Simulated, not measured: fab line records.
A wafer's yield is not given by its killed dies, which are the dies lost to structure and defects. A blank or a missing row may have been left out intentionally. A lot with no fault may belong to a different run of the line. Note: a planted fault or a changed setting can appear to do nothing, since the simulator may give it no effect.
One fault through the eyes of 2 desks | flow sky130 | each desk has only its own numbers; what lay behind them comes last

## THE TOOL OWNER'S DESK: plasma-asher-03
The tool's own readings at SKY_POLY_GATE_STRIP_18 (strips in O2/N2): means of the sampled wafers that have a number, for each lot that ran on this tool. If a lot's mean is further than 4 standard deviations from the usual mean, the lot is out of limits and carries the mark OUT (the distance appears in the brackets).
Columns: A = chamber-pressure-mTorr at SKY_POLY_GATE_STRIP_18, usual 1500.1 mTorr; B = drypump-motor-current-A at SKY_POLY_GATE_STRIP_18, usual 5.8 A; C = oes-product-au at SKY_POLY_GATE_STRIP_18, usual 0.361 a.u.; D = strip-time-to-endpoint-s at SKY_POLY_GATE_STRIP_18, usual 3.16 s
lot  | first seen here | A      | B   | C     | D
L397 | day 17 12:38    | 1499.7 | 5.1 | 0.364 | 3.23
L411 | day 22 15:54    | 1500.1 | 5.4 | 0.354 | 3.11
L413 | day 23 11:24    | 1500.7 | 5.7 | 0.360 | 3.14
Finding of this desk: none of the 3 lots has anything out of limits.

## AT THE METROLOGY DESK
What the gauges read, lot by lot, whatever tool the lot ran on: means of the sampled wafers that have a number. If a lot's mean is further than 4 standard deviations from the usual mean, the lot is out of limits and carries the mark OUT (the distance appears in the brackets).
Columns: A = SONOS_ONO_CVD_04_THK at SKY_SONOS_ONO_THK_MEAS_05, usual 5.66 nm; B = cd-nm at SKY_POLY_GATE_CD_MEAS_22, usual 150.2 nm
lot  | first seen here | A    | B
L394 | day 11 12:38    | 5.69 | 149.7
L395 | day 11 23:43    | 5.74 | 150.1
L397 | day 12 15:04    | 5.49 | 151.8
L398 | day 12 23:14    | 5.75 | 152.7
L405 | day 15 07:41    | 5.64 | 149.5
L408 | day 16 05:13    | 5.79 | 149.0
L409 | day 16 12:39    | 5.72 | 150.0
L411 | day 17 04:31    | 5.61 | 152.4
L413 | day 17 21:07    | 5.76 | 151.3
L414 | day 18 01:58    | 5.68 | 148.3
L415 | day 18 13:23    | 5.66 | 150.6
L416 | day 18 19:13    | 5.67 | 150.7
Finding of this desk: none of the 12 lots has anything out of limits.

## PUT TOGETHER
The desk of the tool owner found nothing out of limits.
Nothing out of limits was seen by the metrology desk.

## WHAT THE SIMULATOR HAD INSERTED
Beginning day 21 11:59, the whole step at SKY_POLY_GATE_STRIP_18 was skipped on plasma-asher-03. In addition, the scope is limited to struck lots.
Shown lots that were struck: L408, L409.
